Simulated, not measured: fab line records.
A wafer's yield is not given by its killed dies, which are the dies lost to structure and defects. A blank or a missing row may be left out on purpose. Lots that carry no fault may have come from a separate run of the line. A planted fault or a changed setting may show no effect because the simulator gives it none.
Lot-split experiment -- flow gf180mcu -- 23 wafers read across 5 lots, on a route 602 steps long

## THE SPLIT
At GF_NWELL_IMPLANT_08, the setting energy_kev was moved away from the recipe's 450 on 6 of the 23 wafers read, by -6.7% to -3.6%. This setting was run at the recipe's value on the other wafers.

The reading is taken at the split's own step.

## THE READING
In nm, at GF_NWELL_IMPLANT_08: implant.drp_nm, which is the simulator's own figure and was read by no gauge. No usual value for it is given in the file.

wafer,"tool, chamber at the split",energy_kev as run,against the recipe,"implant.drp_nm, nm",against lot-mates on the recipe
L077.1,"implanter-04, 0",450,recipe,123.9,-
L077.3,"implanter-04, 0",450,recipe,123.9,-
L077.4,"implanter-04, 0",450,recipe,123.9,-
L077.5,"implanter-04, 0",450,recipe,123.9,-
L077.6,"implanter-04, 0",450,recipe,123.9,-
L078.1,"implanter-02, 0",420,-6.7%,119.8,-4.1
L078.3,"implanter-02, 0",420,-6.7%,119.8,-4.1
L078.4,"implanter-02, 0",420,-6.7%,119.8,-4.1
L078.5,"implanter-02, 0",450,recipe,123.9,-
L078.6,"implanter-02, 0",450,recipe,123.9,-
L080.2,"implanter-04, 0",450,recipe,123.9,-
L080.3,"implanter-04, 0",450,recipe,123.9,-
L080.4,"implanter-04, 0",450,recipe,123.9,-
L082.1,"implanter-03, 0",433.8,-3.6%,121.7,-2.2
L082.3,"implanter-03, 0",433.8,-3.6%,121.7,-2.2
L082.6,"implanter-03, 0",433.8,-3.6%,121.7,-2.2
L082.2,"implanter-03, 0",450,recipe,123.9,-
L082.4,"implanter-03, 0",450,recipe,123.9,-
L083.1,"implanter-04, 0",450,recipe,123.9,-
L083.2,"implanter-04, 0",450,recipe,123.9,-
L083.3,"implanter-04, 0",450,recipe,123.9,-
L083.4,"implanter-04, 0",450,recipe,123.9,-
L083.5,"implanter-04, 0",450,recipe,123.9,-

FIT RESULTS
A straight line over all 23 wafers: implant.drp_nm changes by +0.614 nm for each +1% of energy_kev; r = +1.00; the points scatter about the line by 0.0046 nm.
The same after taking each lot's own level away (the mean of its wafers on the recipe; 23 wafers): +0.614 nm for each +1%; r = +1.00; scatter 0.0046 nm.
The reading moves by 4.1 nm for the largest change in energy_kev, on that fit.
The lots' own levels span 123.90 to 123.90 nm.
Consequently the slope shifts little with the lot-to-lot level, the two slopes agreeing.
Check: for one of the wafers moved furthest among these (-6.7%), held out of the fit, the line's prediction against its lot-mates is -4.09 nm. It came out at -4.1 nm against them.

## ADDITIONAL SPLITS CARRIED BY THESE WAFERS
Before the reading, these wafers also passed through other splits. Each is held against what the fit with the lots' levels taken away leaves over:
other split on the same wafers,wafers away from the commonest value,r with implant.drp_nm (lot level and that fit taken away)
GF_STI_OXIDATION_01 ox_time_s,15,+0.22
GF_STI_OXIDATION_21 temp_c,10,-0.02

## THE WHOLE CHAIN: every reading that the file lists as answering this split, in the file's order
step,what it does,reading,change (the file's fit),r (the file's)
GF_NWELL_IMPLANT_08,,"implant.rp_nm (the simulator's own value, which no gauge read)",+4.91 nm for each +1% of the setting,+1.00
GF_NWELL_IMPLANT_08,,"implant.drp_nm (the simulator's own value, which no gauge read)",+0.609 nm for each +1% of the setting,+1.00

## THE FILE'S OWN FIT
implant.drp_nm changes by +0.609 nm for each +1% of energy_kev, r = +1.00.
